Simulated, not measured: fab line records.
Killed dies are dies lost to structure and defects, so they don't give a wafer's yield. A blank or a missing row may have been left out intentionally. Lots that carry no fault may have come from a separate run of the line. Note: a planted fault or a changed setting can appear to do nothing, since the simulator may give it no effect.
Chamber matching | flow sky130 | rie_diel-01 running SKY_POLY_GATE_ETCH_16: 4 sister chambers
The step etches Si3N4 in CH3F/O2, stops on poly-Si, time 147.5 s, target depth 75 nm. 4 wafers are shown with their chamber, then 12 later ones without.

WAFERS, EACH WITH ITS CHAMBER
wafer  | chamber | drypump_motor_current_A (A)
L087.5 | 2       | 5.6
L089.2 | 3       | 5.9
L089.3 | 1       | 5.5
L089.4 | 0       | 5.9

WAFERS WITHOUT THEIR CHAMBER
wafer  | drypump_motor_current_A (A)
L090.3 | 6.0
L090.5 | 5.5
L090.6 | 5.9
L092.1 | 5.5
L092.2 | 5.6
L092.4 | 5.9
L094.1 | 5.6
L094.2 | 6.0
L094.6 | 5.6
L095.1 | 6.0
L095.2 | 5.6
L095.3 | 5.9

WHICH CHAMBER EACH ONE RAN IN
wafer  | from the rows above     | in truth
L090.3 | can't be placed: 0 or 3 | 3
L090.5 | 1                       | 1
L090.6 | can't be placed: 0 or 3 | 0
L092.1 | 1                       | 1
L092.2 | 2                       | 2
L092.4 | can't be placed: 0 or 3 | 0
L094.1 | 2                       | 2
L094.2 | can't be placed: 0 or 3 | 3
L094.6 | 2                       | 2
L095.1 | can't be placed: 0 or 3 | 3
L095.2 | 2                       | 2
L095.3 | can't be placed: 0 or 3 | 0
Correct placement for 6 of the 12. These rows do not allow placing 6 (true chamber among the candidates in 6). Number placed wrongly: 0.
How it was worked out, from the rows above alone: a wafer's distance from a chamber is the root of the sum, over the readings, of the square of ((its reading less the chamber's mean) divided by the reading's scatter). If the next closest chamber is less than 2 further off than the closest, the wafer can't be placed; otherwise it belongs to the closest. For every chamber, the mean is computed from those of its wafers that are shown. The scatter: with one shown wafer a chamber, the root of the mean of the squares of how far each hidden wafer lies from its nearest shown one.
